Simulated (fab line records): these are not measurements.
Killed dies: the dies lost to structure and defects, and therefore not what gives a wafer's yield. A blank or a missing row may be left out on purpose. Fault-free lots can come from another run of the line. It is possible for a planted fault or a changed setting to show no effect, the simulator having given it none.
Which tool was responsible? | flow gf180mcu | 13 lots, 39 wafers sampled, at 4 steps of a route of 602

## WHAT THE GAUGES READ, wafer by wafer
GF_VT_IMPLANT_RS_MEAS_49: measures by four-point-probe.
lot  | measured     | on            | MVPSD_RS (ohm/sq)
L530 | day 7 23:07  | film_metro-04 | 1169.3 1171.6 1172.8
L531 | day 8 00:53  | film_metro-02 | 1169.1 1168.0 1171.7
L532 | day 8 10:03  | film_metro-04 | 1167.2 1172.1 1167.4
L534 | day 8 22:41  | film_metro-04 | 1167.4 1171.1 1171.5
L535 | day 9 11:23  | film_metro-01 | 1169.2 1167.5 1166.7
L537 | day 9 22:42  | film_metro-02 | 1172.2 1174.9 1174.9
L539 | day 10 10:47 | film_metro-02 | 1166.4 1167.6 1168.9
L543 | day 11 11:07 | film_metro-01 | 1166.5 1167.4 1169.8
L548 | day 12 16:49 | film_metro-04 | 1168.3 1170.4 1166.4
L549 | day 13 00:03 | film_metro-04 | 1173.4 1175.0 1176.8
L550 | day 13 06:44 | film_metro-02 | 1170.4 1165.3 1169.9
L551 | day 13 12:26 | film_metro-01 | 1168.8 1170.8 1170.2
L552 | day 13 17:38 | film_metro-02 | 1169.8 1169.8 1166.8

GF_V2_BOW_MEAS_05.
lot  | measured     | on            | V2_BOW (um)
L530 | day 19 13:31 | film_metro-04 | 102 100 100
L531 | day 19 16:34 | film_metro-01 | 105 97 101
L532 | day 20 07:55 | film_metro-04 | 95 83 76
L534 | day 21 04:10 | film_metro-02 | 96 120 110
L535 | day 21 18:16 | film_metro-01 | 96 94 91
L537 | day 22 06:49 | film_metro-02 | 84 76 98
L539 | day 23 01:10 | film_metro-04 | 90 86 96
L543 | day 24 11:07 | film_metro-04 | 77 78 82
L548 | day 25 17:58 | film_metro-04 | 99 101 100
L549 | day 25 21:52 | film_metro-01 | 100 106 105
L550 | day 26 06:55 | film_metro-04 | 111 104 109
L551 | day 26 15:43 | film_metro-02 | 106 105 106
L552 | day 26 18:05 | film_metro-04 | 101 105 102

## WHAT TOOL EACH LOT RAN ON (gives the tool, then ch and the chambers of the sampled wafers, and finally the start)
lot  | GF_V1_ETCH_17                      | GF_M2_SPUTTER_02
L530 | rie_diel-01 ch 1,2,3, day 18 09:00 | pvd_sputter-03, day 18 11:37
L531 | rie_diel-02 ch 2,3, day 18 12:00   | pvd_sputter-02, day 18 13:45
L532 | rie_diel-02 ch 0,1,3, day 19 03:00 | pvd_sputter-01, day 19 04:55
L534 | rie_diel-04 ch 1,2, day 20 00:00   | pvd_sputter-03, day 20 01:39
L535 | rie_diel-02 ch 0,1,2, day 20 15:00 | pvd_sputter-02, day 20 16:36
L537 | rie_diel-02 ch 1,2,3, day 21 03:00 | pvd_sputter-02, day 21 05:23
L539 | rie_diel-02 ch 0,2, day 21 22:00   | pvd_sputter-02, day 22 00:19
L543 | rie_diel-04 ch 0,3, day 23 10:00   | pvd_sputter-02, day 23 11:34
L548 | rie_diel-02 ch 1,2,3, day 24 17:00 | pvd_sputter-01, day 24 18:55
L549 | rie_diel-01 ch 0,1, day 24 21:00   | pvd_sputter-01, day 24 23:16
L550 | rie_diel-02 ch 0,1,3, day 25 07:00 | pvd_sputter-01, day 25 08:36
L551 | rie_diel-04 ch 0,2,3, day 25 15:00 | pvd_sputter-01, day 25 16:57
L552 | rie_diel-02 ch 1,2,3, day 25 18:00 | pvd_sputter-03, day 25 19:59
- GF_V1_ETCH_17: etches SiO2 in C4F8/O2/Ar, stops on TiN, target depth 630 nm.
- GF_M2_SPUTTER_02: material AlCu, target thk 450 nm, time 23.9 s.

## WHAT THE TOOLS THEMSELVES READ (means of the sampled wafers that have a number; where no wafer has one, the mark that the record gives instead)
GF_V1_ETCH_17.
lot  | tool        | bias_w (W) | oes_product_au (a.u.)
L530 | rie_diel-01 | 1202       | 0.857
L531 | rie_diel-02 | 1200       | 0.853
L532 | rie_diel-02 | 1201       | 0.856
L534 | rie_diel-04 | 1197       | 0.854
L535 | rie_diel-02 | 1199       | 0.854
L537 | rie_diel-02 | 1094       | 0.859
L539 | rie_diel-02 | 1098       | 0.856
L543 | rie_diel-04 | 1199       | 0.856
L548 | rie_diel-02 | 1199       | 0.853
L549 | rie_diel-01 | 1203       | 0.857
L550 | rie_diel-02 | 1202       | 0.854
L551 | rie_diel-04 | 1202       | 0.853
L552 | rie_diel-02 | 1201       | 0.854

GF_M2_SPUTTER_02.
lot  | tool           | cathode_dc_power_W (W) | throttle_valve_pct (%)
L530 | pvd_sputter-03 | 10601                  | 29.6
L531 | pvd_sputter-02 | 10601                  | 30.5
L532 | pvd_sputter-01 | 10599                  | 30.4
L534 | pvd_sputter-03 | 10600                  | 29.4
L535 | pvd_sputter-02 | 10601                  | 30.5
L537 | pvd_sputter-02 | 10599                  | 29.6
L539 | pvd_sputter-02 | 10600                  | 29.8
L543 | pvd_sputter-02 | 10598                  | 30.5
L548 | pvd_sputter-01 | 10601                  | 30.5
L549 | pvd_sputter-01 | 10601                  | 30.3
L550 | pvd_sputter-01 | 10601                  | 30.2
L551 | pvd_sputter-01 | 10598                  | 30.3
L552 | pvd_sputter-03 | 10599                  | 29.8

## THE ANSWER, worked out from the rows above alone
Rule: the usual values come from the lots themselves. Put in order of their means at a reading, lots are off if they are a third of the lots or fewer, leave a main group of 4 or more, and stand apart from it by a gap of 3 or more times the standard deviation of the main group's means; of several such gaps the widest counts. The tables above print the reading to a certain number of digits; a main group whose means all agree to those digits is not used. A lot without any number at a reading at which 4 lots or more have one is off too. Any other lot the step has rows for is counted as sound. Order of review: gauges by route order, followed by the tools' own readings, for which a lot's mean as printed above is used. At the first step where some lot is off, the reading lying furthest off is the one used; lots without a number count as furthest.
Off, at GF_V1_ETCH_17 on bias_w: L537, L539. Main group: mean 1200 W, sd 1.7.
A tool fits if, at that step or a process step before it, it ran every lot that is off, and no sound lot after the first of them. No candidate that was tried fits.

## WHAT THE SIMULATOR HAD INSERTED
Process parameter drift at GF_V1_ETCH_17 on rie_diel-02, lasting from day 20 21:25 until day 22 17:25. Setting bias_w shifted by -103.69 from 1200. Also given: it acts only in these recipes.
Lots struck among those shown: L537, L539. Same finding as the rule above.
